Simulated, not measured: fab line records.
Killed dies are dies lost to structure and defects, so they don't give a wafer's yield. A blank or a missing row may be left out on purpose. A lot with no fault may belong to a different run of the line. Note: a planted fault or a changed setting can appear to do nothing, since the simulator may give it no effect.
Comparing a struck lot with a sound one -- flow sky130 -- 29 out of 708 route steps
Sound: these wafers, L393.3, L393.4, L393.5. The struck wafers were L411.2, L411.3, L411.6. At the end, the cause is stated.
For every step that has rows: the tool of each side, followed by ch and its chambers, followed by its first start. Under that, the readings that differ: sound wafers -- struck wafers -- difference of the means -- sigmas: that difference in standard deviations of wafers without a fault.
alike: readings with means less than 2 such deviations apart, plus words and numbers identical on both sides. not compared: withheld readings, readings lacking a value on some wafer, bounds such as >300 that could conceal the same value, and numbers that have no deviation in the record and whose values overlap.
Wherever a step has rows on one side only, a row that says differs or no value, or a row with sigmas, the two part there. When numbers do not overlap yet have no deviation, they are printed without sigmas and do not part them. Lack of a reading on every wafer of one side parts them only where that side has two or more wafers.

SKY_PWDE_STRIP_09: strips in O2/N2.
  sound on plasma_asher-04 ch 0,1, day 4 08:47; struck on plasma_asher-03 ch 0,1, day 9 02:21
  alike: chamber_pressure_mTorr, drypump_motor_current_A, oes_product_au, strip_time_to_endpoint_s
  not compared: rf_hours_counter_h
SKY_PWDE_TW_MEAS_10:
  struck on film_metro-01, day 9 02:28; sound on film_metro-03, day 4 08:52
  alike: PWDE_TW
then, 7 steps without rows for these wafers: SKY_NWELL_DEHYDRATE_03 (time 60 s); SKY_NWELL_HMDS_04 (prime time 60 s); SKY_NWELL_COAT_05 (resist thk 3000 nm); SKY_NWELL_SOFTBAKE_06; SKY_NWELL_EXPOSE_07 (exposes mask NWM, target cd 840 nm); SKY_NWELL_PEB_08; SKY_NWELL_DEVELOP_09 (develop time 60 s).
SKY_NWELL_OVL_MEAS_10:
  struck on overlay-01, day 10 00:31; sound on overlay-01, day 5 01:01
reading,sound,struck,difference,sigmas
NWELL_00_OVL (nm),-3.8 -2.1 -2.2,1.5 0.2 1.2,+3.7,+2
then, 2 steps without rows for these wafers: SKY_NWELL_IMPLANT_11; SKY_NWELL_IMPLANT_12.
SKY_NWELL_IMPLANT_13:
  sound on implanter-01 ch 0, day 5 01:24; struck on implanter-02, day 10 00:52
  no value came back on the struck wafers for beam_energy_keV, beam_on_s (s); on the sound wafers beam_energy_keV reads 50.013 50.012 49.981
SKY_NWELL_STRIP_14: strips in O2/N2.
  sound on plasma_asher-01 ch 0,1, day 5 01:32; struck on plasma_asher-03 ch 0,1, day 10 01:00
  alike: chamber_pressure_mTorr, drypump_motor_current_A, oes_product_au, strip_time_to_endpoint_s
  not compared: rf_hours_counter_h
SKY_NWELL_TW_MEAS_15:
  struck on film_metro-02, day 10 01:07; sound on film_metro-03, day 5 01:37
  alike: NWELL_TW
then, 7 steps without rows for these wafers: SKY_NWELL_DEHYDRATE_16 (time 60 s); SKY_NWELL_HMDS_17 (prime time 60 s); SKY_NWELL_COAT_18 (resist thk 3000 nm); SKY_NWELL_SOFTBAKE_19; SKY_NWELL_EXPOSE_20 (exposes mask NWM COMPLEMENT, target cd 840 nm); SKY_NWELL_PEB_21; SKY_NWELL_DEVELOP_22 (develop time 60 s).
SKY_NWELL_OVL_MEAS_23:
  struck on overlay-02, day 10 23:46; sound on overlay-01, day 5 18:59
reading,sound,struck,difference,sigmas
NWELL_01_OVL (nm),1.2 -0.6 1.0,-2.7 -2.2 -3.7,-3.4,-2
next, for these wafers, 1 step has no rows: SKY_NWELL_IMPLANT_24.
SKY_NWELL_STRIP_25: strips in O2/N2.
  sound on plasma_asher-02 ch 0,1, day 5 19:11; struck on plasma_asher-01 ch 0,1, day 10 23:57
  alike: chamber_pressure_mTorr, drypump_motor_current_A, oes_product_au, strip_time_to_endpoint_s
  not compared: rf_hours_counter_h
SKY_NWELL_TW_MEAS_26:
  struck on film_metro-03, day 11 00:04; sound on film_metro-01, day 5 19:17
reading,sound,struck,difference,sigmas
NWELL_2_TW,497.7 497.8 501.1,491.2 493.0 493.6,-6.3,-3
then, 1 step without rows for these wafers: SKY_NWELL_CLEAN_27 (cleans in SC1/SC2, time 150 s).
SKY_NWELL_RTA_28: time 30 s.
  sound on rtp_anneal-01 ch 0, day 5 19:24; struck on rtp_anneal-02 ch 0, day 11 00:10
  alike: lamp_power_pct, wafer_temp_C_max
SKY_NWELL_RS_MEAS_29: uses a four-point probe to measure.
  struck on film_metro-03, day 11 00:38; sound on film_metro-03, day 5 19:31
reading,sound,struck,difference,sigmas
NWELL_RS (ohm/sq),626.1 625.9 625.3,653.1 652.4 651.2,+26.5,+19
  not compared: hold

== WHERE THEY PART ==
Earliest at SKY_NWELL_OVL_MEAS_10; latest, in this record, at SKY_NWELL_RS_MEAS_29.

WHY: what had been put in by the simulator
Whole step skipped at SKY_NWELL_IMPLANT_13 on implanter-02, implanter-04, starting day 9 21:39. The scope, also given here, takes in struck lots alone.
